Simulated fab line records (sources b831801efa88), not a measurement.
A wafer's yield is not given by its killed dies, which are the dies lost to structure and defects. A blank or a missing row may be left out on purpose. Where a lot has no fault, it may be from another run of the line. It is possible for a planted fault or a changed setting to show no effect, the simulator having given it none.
Tool commonality check :: flow gf180mcu :: 11 lots and 33 wafers in the sample

## WHY THIS WAS OPENED
3 of 11 lots carry a flag on the reading NSD_RS at GF_PSD_RS_MEAS_14. Wafers without a fault read 46.14 ohm/sq, standard deviation 0.072.
Rule: a lot gets a flag if all its wafers with a number sit over 4 standard deviations from that mean, or if no wafer of it has a number. The rest of the lots are taken to be sound.

lot: L483
measured: day 13 23:33
on: filmMetro-03
NSD_RS (ohm/sq), wafer by wafer: 46.23 46.24 46.19
flag: 

lot: L489
measured: day 16 18:58
on: filmMetro-02
NSD_RS (ohm/sq), wafer by wafer: 45.97 45.93 46.03
flag: 

lot: L491
measured: day 17 04:15
on: filmMetro-03
NSD_RS (ohm/sq), wafer by wafer: 47.07 47.03 46.91
flag: FLAGGED

lot: L492
measured: day 17 11:33
on: filmMetro-02
NSD_RS (ohm/sq), wafer by wafer: 46.02 46.14 46.14
flag: 

lot: L493
measured: day 17 17:37
on: filmMetro-01
NSD_RS (ohm/sq), wafer by wafer: 47.09 47.08 47.08
flag: FLAGGED

lot: L495
measured: day 18 14:55
on: filmMetro-02
NSD_RS (ohm/sq), wafer by wafer: 47.13 47.16 47.03
flag: FLAGGED

lot: L499
measured: day 20 03:17
on: filmMetro-03
NSD_RS (ohm/sq), wafer by wafer: 45.95 46.17 46.20
flag: 

lot: L501
measured: day 20 16:34
on: filmMetro-02
NSD_RS (ohm/sq), wafer by wafer: 46.11 46.08 46.13
flag: 

lot: L502
measured: day 21 01:43
on: filmMetro-02
NSD_RS (ohm/sq), wafer by wafer: 46.24 46.09 46.15
flag: 

lot: L504
measured: day 21 16:28
on: filmMetro-01
NSD_RS (ohm/sq), wafer by wafer: 46.25 46.22 46.19
flag: 

lot: L506
measured: day 22 04:42
on: filmMetro-02
NSD_RS (ohm/sq), wafer by wafer: 46.10 46.13 46.07
flag: 
The numbers of the flagged lots are 47.06 ohm/sq on average: +0.92 ohm/sq against the usual, or +13 standard deviations.

## WHICH TOOL RAN EACH LOT
The record holds 2 process steps before the reading, out of a route of 602 steps. Every cell lists first the tool, next ch and the chambers used by the sampled wafers, and last the start.
lot: L483
flag: 
GF_NSD_IMPLANT_09: implanter-02 ch 0, day 13 02:37
GF_NSD_STRIP_11: plasmaAsher-03 ch 0,1, day 13 02:54

lot: L489
flag: 
GF_NSD_IMPLANT_09: implanter-03 ch 0, day 15 19:43
GF_NSD_STRIP_11: plasmaAsher-02 ch 0,1, day 15 20:01

lot: L491
flag: FLAGGED
GF_NSD_IMPLANT_09: implanter-03 ch 0, day 16 05:02
GF_NSD_STRIP_11: plasmaAsher-04 ch 0,1, day 16 05:20

lot: L492
flag: 
GF_NSD_IMPLANT_09: implanter-02 ch 0, day 16 12:55
GF_NSD_STRIP_11: plasmaAsher-03 ch 0,1, day 16 13:11

lot: L493
flag: FLAGGED
GF_NSD_IMPLANT_09: implanter-03 ch 0, day 16 17:35
GF_NSD_STRIP_11: plasmaAsher-04 ch 0,1, day 16 17:50

lot: L495
flag: FLAGGED
GF_NSD_IMPLANT_09: implanter-03 ch 0, day 17 14:31
GF_NSD_STRIP_11: plasmaAsher-02 ch 0,1, day 17 14:49

lot: L499
flag: 
GF_NSD_IMPLANT_09: implanter-01 ch 0, day 19 02:55
GF_NSD_STRIP_11: plasmaAsher-03 ch 0,1, day 19 03:13

lot: L501
flag: 
GF_NSD_IMPLANT_09: implanter-01 ch 0, day 19 15:43
GF_NSD_STRIP_11: plasmaAsher-03 ch 0,1, day 19 16:01

lot: L502
flag: 
GF_NSD_IMPLANT_09: implanter-02 ch 0, day 20 00:19
GF_NSD_STRIP_11: plasmaAsher-02 ch 0,1, day 20 00:36

lot: L504
flag: 
GF_NSD_IMPLANT_09: implanter-03 ch 0, day 20 14:53
GF_NSD_STRIP_11: plasmaAsher-03 ch 0,1, day 20 15:10

lot: L506
flag: 
GF_NSD_IMPLANT_09: implanter-03 ch 0, day 21 04:32
GF_NSD_STRIP_11: plasmaAsher-03 ch 0,1, day 21 04:50
What the steps here do:
- GF_NSD_IMPLANT_09
- GF_NSD_STRIP_11: strips in O2/N2.
- GF_PSD_RS_MEAS_14: measures by four-point-probe.

## FLAGGED AGAINST TOTAL, ONE TOOL AT A TIME (gauges that did the reading follow at the end)
step: GF_NSD_IMPLANT_09
tool: implanter-01
lots run: 2
flagged: 0
share of the flagged lots: none
sound lots run after its first flagged lot: -

step: GF_NSD_IMPLANT_09
tool: implanter-02
lots run: 3
flagged: 0
share of the flagged lots: none
sound lots run after its first flagged lot: -

step: GF_NSD_IMPLANT_09
tool: implanter-03
lots run: 6
flagged: 3
share of the flagged lots: all
sound lots run after its first flagged lot: 2 (L504,L506)

step: GF_NSD_STRIP_11
tool: plasmaAsher-02
lots run: 3
flagged: 1
share of the flagged lots: some
sound lots run after its first flagged lot: 1 (L502)

step: GF_NSD_STRIP_11
tool: plasmaAsher-03
lots run: 6
flagged: 0
share of the flagged lots: none
sound lots run after its first flagged lot: -

step: GF_NSD_STRIP_11
tool: plasmaAsher-04
lots run: 2
flagged: 2
share of the flagged lots: some
sound lots run after its first flagged lot: 0

step: GF_PSD_RS_MEAS_14
tool: filmMetro-01
lots run: 2
flagged: 1
share of the flagged lots: some
sound lots run after its first flagged lot: 1 (L504)

step: GF_PSD_RS_MEAS_14
tool: filmMetro-02
lots run: 6
flagged: 1
share of the flagged lots: some
sound lots run after its first flagged lot: 3 (L501,L502,L506)

step: GF_PSD_RS_MEAS_14
tool: filmMetro-03
lots run: 3
flagged: 1
share of the flagged lots: some
sound lots run after its first flagged lot: 1 (L499)

## WHAT THE TABLE ALLOWS
In the table, 1 row covers all flagged lots: implanter-03 at GF_NSD_IMPLANT_09.
- implanter-03 at GF_NSD_IMPLANT_09 ran 6 lots, 3 of them flagged. Sound lots ran on it after the first flagged one (L504, L506), which a lasting fault on the whole tool wouldn't allow. Its own readings lie more than 4 standard deviations out on every wafer of the flagged lots: beamEnergyKeV.
No row of the table ran every flagged lot and no sound lot after the first.

## WHAT THE SIMULATOR PUT IN
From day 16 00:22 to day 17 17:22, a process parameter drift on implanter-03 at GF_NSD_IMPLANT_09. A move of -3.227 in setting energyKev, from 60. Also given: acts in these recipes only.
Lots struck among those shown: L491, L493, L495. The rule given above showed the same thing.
